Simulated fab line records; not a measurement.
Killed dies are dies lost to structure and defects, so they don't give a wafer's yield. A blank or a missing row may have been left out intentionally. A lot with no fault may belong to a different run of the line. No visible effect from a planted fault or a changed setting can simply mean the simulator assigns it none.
Struck lot and sound lot, side by side	flow sky130	30 out of 708 route steps
Sound: the wafers L976.2, L976.3, L976.4. Struck: wafers L981.4, L981.5, L981.6. The cause is named last.
At each step with rows: each side's tool, then ch and its chambers, then its first start. Under that, the readings that differ: sound wafers	struck wafers	difference of the means	sigmas: that difference in standard deviations of wafers without a fault.
alike: same words and numbers on both sides, and readings whose means sit less than 2 such deviations apart. not compared: any withheld reading, any reading some wafer has no value for, any bound like >300 that may hide the same value, and any number with overlapping values for which the record gives no deviation.
A row with sigmas, a row that says differs or no value, or rows on one side alone: a step with any of these is where the two part. Numbers that have no deviation but don't overlap get no sigmas and don't part them. A reading missing from all wafers of one side parts the sides only when that side holds two or more wafers.

first, 1 step without rows for these wafers: SKY_PWDE_IMPLANT_08.
SKY_PWDE_STRIP_09: strips in O2/N2.
  sound on plasma-asher-01 ch 0,1, day 5 03:19; struck on plasma-asher-03 ch 0,1, day 6 03:56
  alike: drypump-motor-current-A, oes-product-au, strip-time-to-endpoint-s
  not compared: rf-hours-counter-h
SKY_PWDE_TW_MEAS_10:
  sound: film-metro-01 at day 5 03:25; struck: film-metro-03 at day 6 04:02
reading	sound	struck	difference	sigmas
PWDE_TW	372.5 372.6 373.6	376.7 376.2 378.2	+4.1	+2
then, 7 steps without rows for these wafers: SKY_NWELL_DEHYDRATE_03 (time 60 s); SKY_NWELL_HMDS_04 (prime time 60 s); SKY_NWELL_COAT_05 (resist thk 3000 nm); SKY_NWELL_SOFTBAKE_06; SKY_NWELL_EXPOSE_07 (exposes mask NWM, target cd 840 nm); SKY_NWELL_PEB_08; SKY_NWELL_DEVELOP_09 (develop time 60 s).
SKY_NWELL_OVL_MEAS_10:
  sound: overlay-02 at day 5 21:04; struck: overlay-02 at day 6 23:30
  alike: NWELL_00_OVL
after that, 1 step had no rows for these wafers: SKY_NWELL_IMPLANT_11.
SKY_NWELL_IMPLANT_12:
  sound on implanter-02 ch 0, day 5 21:16; struck on implanter-03, day 6 23:44
  no value came back on the struck wafers for beam-energy-keV, beam-on-s (s); on the sound wafers beam-energy-keV reads 120.04 120.03 120.05
after that, 1 step had no rows for these wafers: SKY_NWELL_IMPLANT_13.
SKY_NWELL_STRIP_14: strips in O2/N2.
  sound on plasma-asher-02 ch 0,1, day 5 21:33; struck on plasma-asher-03 ch 0,1, day 7 00:00
  alike: drypump-motor-current-A, oes-product-au, strip-time-to-endpoint-s
  not compared: rf-hours-counter-h
SKY_NWELL_TW_MEAS_15:
  sound: film-metro-03 at day 5 21:40; struck: film-metro-02 at day 7 00:05
reading	sound	struck	difference	sigmas
NWELL_TW	1837 1837 1836	1790 1815 1804	-34	-3
then, 7 steps without rows for these wafers: SKY_NWELL_DEHYDRATE_16 (time 60 s); SKY_NWELL_HMDS_17 (prime time 60 s); SKY_NWELL_COAT_18 (resist thk 3000 nm); SKY_NWELL_SOFTBAKE_19; SKY_NWELL_EXPOSE_20 (exposes mask NWM COMPLEMENT, target cd 840 nm); SKY_NWELL_PEB_21; SKY_NWELL_DEVELOP_22 (develop time 60 s).
SKY_NWELL_OVL_MEAS_23:
  sound: overlay-01 at day 6 16:08; struck: overlay-02 at day 7 19:47
reading	sound	struck	difference	sigmas
NWELL_01_OVL (nm)	-3.5 -2.9 -3.1	1.7 2.0 2.6	+5.3	+3
after that, 1 step had no rows for these wafers: SKY_NWELL_IMPLANT_24.
SKY_NWELL_STRIP_25: strips in O2/N2.
  sound on plasma-asher-03 ch 0,1, day 6 16:19; struck on plasma-asher-02 ch 0,1, day 7 19:59
  alike: drypump-motor-current-A, oes-product-au, strip-time-to-endpoint-s
  not compared: rf-hours-counter-h
SKY_NWELL_TW_MEAS_26:
  sound: film-metro-03 at day 6 16:25; struck: film-metro-01 at day 7 20:05
reading	sound	struck	difference	sigmas
NWELL_2_TW	504 500 503	494 495 496	-7	-2
then, 1 step without rows for these wafers: SKY_NWELL_CLEAN_27 (cleans in SC1/SC2, time 150 s).
SKY_NWELL_RTA_28: time 30 s.
  sound on rtp-anneal-02 ch 0, day 6 16:33; struck on rtp-anneal-01 ch 0, day 7 20:13
  alike: chamber-o2-ppm, lamp-power-pct, wafer_temp_C_max
SKY_NWELL_RS_MEAS_29: measurement is done with a four-point probe.
  sound: film-metro-01 at day 6 16:39; struck: film-metro-01 at day 7 20:19
reading	sound	struck	difference	sigmas
NWELL_RS (ohm/sq)	624.3 623.5 625.9	669.7 667.1 668.1	+43.7	+29

== WHERE THEY PART ==
Last at SKY_NWELL_RS_MEAS_29 as far as this record goes, first at SKY_PWDE_TW_MEAS_10.

WHY: what the simulator had put in
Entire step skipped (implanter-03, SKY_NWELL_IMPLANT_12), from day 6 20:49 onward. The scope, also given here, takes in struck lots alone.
